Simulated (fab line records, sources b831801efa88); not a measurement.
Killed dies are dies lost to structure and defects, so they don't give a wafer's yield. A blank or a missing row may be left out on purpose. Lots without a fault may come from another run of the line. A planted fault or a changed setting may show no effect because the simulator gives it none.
One fault seen from 2 desks | flow sky130 | each desk has only its own numbers; what lay behind them comes last

THE METROLOGY DESK
What the gauges read, lot by lot, whatever tool the lot ran on: means of the sampled wafers that have a number. A lot is out of limits, marked OUT, if its mean lies more than 4 standard deviations from the usual mean; the brackets give that distance.
Columns: A = INCOMING_BOW at SKY_FIELD_ISO_BOW_MEAS_00, usual 0 um; B = PWDE_TW at SKY_PWDE_TW_MEAS_10, usual 377.7; C = PWDE_RS at SKY_NWELL_RS_MEAS_31, usual 5277 ohm/sq
lot  | first seen here | A  | B                | C
L453 | day 1 10:02     | -1 | 375.1            | 5254
L454 | day 1 15:00     | -2 | 377.9            | 5267
L455 | day 1 20:00     | -4 | 375.9            | 5265
L456 | day 2 01:00     | -3 | 391.4 (+5.1) OUT | 4847 (-20) OUT
L459 | day 2 16:00     | 6  | 394.3 (+6.2) OUT | 4859 (-20) OUT
L460 | day 2 21:01     | -0 | 398.4 (+7.7) OUT | 4628 (-31) OUT
L468 | day 4 13:00     | 0  | 381.2            | 5282
L470 | day 4 23:00     | 0  | 380.9            | 5261
L471 | day 5 04:00     | -6 | 379.2            | 5259
L472 | day 5 09:00     | 8  | 379.2            | 5304
L473 | day 5 14:01     | -1 | 380.7            | 5261
L474 | day 5 19:00     | -2 | 375.9            | 5280
This desk's finding: out of limits on L456, L459, L460; first on L456, day 4 12:24 (PWDE_TW at SKY_PWDE_TW_MEAS_10). In limits: L453, L454, L455, L468, L470, L471, L472, L473, L474.

THE TOOL OWNER'S DESK: implanter-01
The tool's own readings at SKY_PWDE_IMPLANT_08: means of the sampled wafers that have a number, for each lot that ran on this tool. A lot is out of limits, marked OUT, if its mean lies more than 4 standard deviations from the usual mean; the brackets give that distance.
Columns: A = beam_on_s at SKY_PWDE_IMPLANT_08, usual 10.02 s; B = faraday_current_uA at SKY_PWDE_IMPLANT_08, usual 20.3
lot  | first seen here | A                | B
L453 | day 3 19:52     | 9.95             | 20.3
L455 | day 4 05:00     | 9.86             | 20.6
L456 | day 4 12:09     | 11.31 (+6.1) OUT | 18.4 (-4.5) OUT
L459 | day 5 04:28     | 11.82 (+8.6) OUT | 17.7 (-6.3) OUT
L460 | day 5 08:38     | 12.12 (+10) OUT  | 17.4 (-6.9) OUT
L470 | day 7 16:25     | 10.00            | 20.3
L473 | day 8 11:59     | 10.09            | 20.1
This desk's finding: out of limits on L456, L459, L460; first on L456, day 4 12:09 (beam_on_s at SKY_PWDE_IMPLANT_08). In limits: L453, L455, L470, L473.

PUT TOGETHER
The tool owner's desk could have raised an alarm at day 4 12:09, on L456, L459, L460.
The metrology desk could have raised an alarm at day 4 12:24, on L456, L459, L460.
Of the lots named, all ran SKY_PWDE_IMPLANT_08 on implanter-01.

WHAT THE SIMULATOR HAD PUT IN
Process parameter drift: implanter-01, from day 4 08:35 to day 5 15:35, at SKY_PWDE_IMPLANT_08. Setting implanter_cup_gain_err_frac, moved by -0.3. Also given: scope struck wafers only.
Lots struck among those shown: L456, L459, L460.
Hours from the fault's start to each desk's first reading out of limits: the tool owner's desk, 4; the metrology desk, 4.
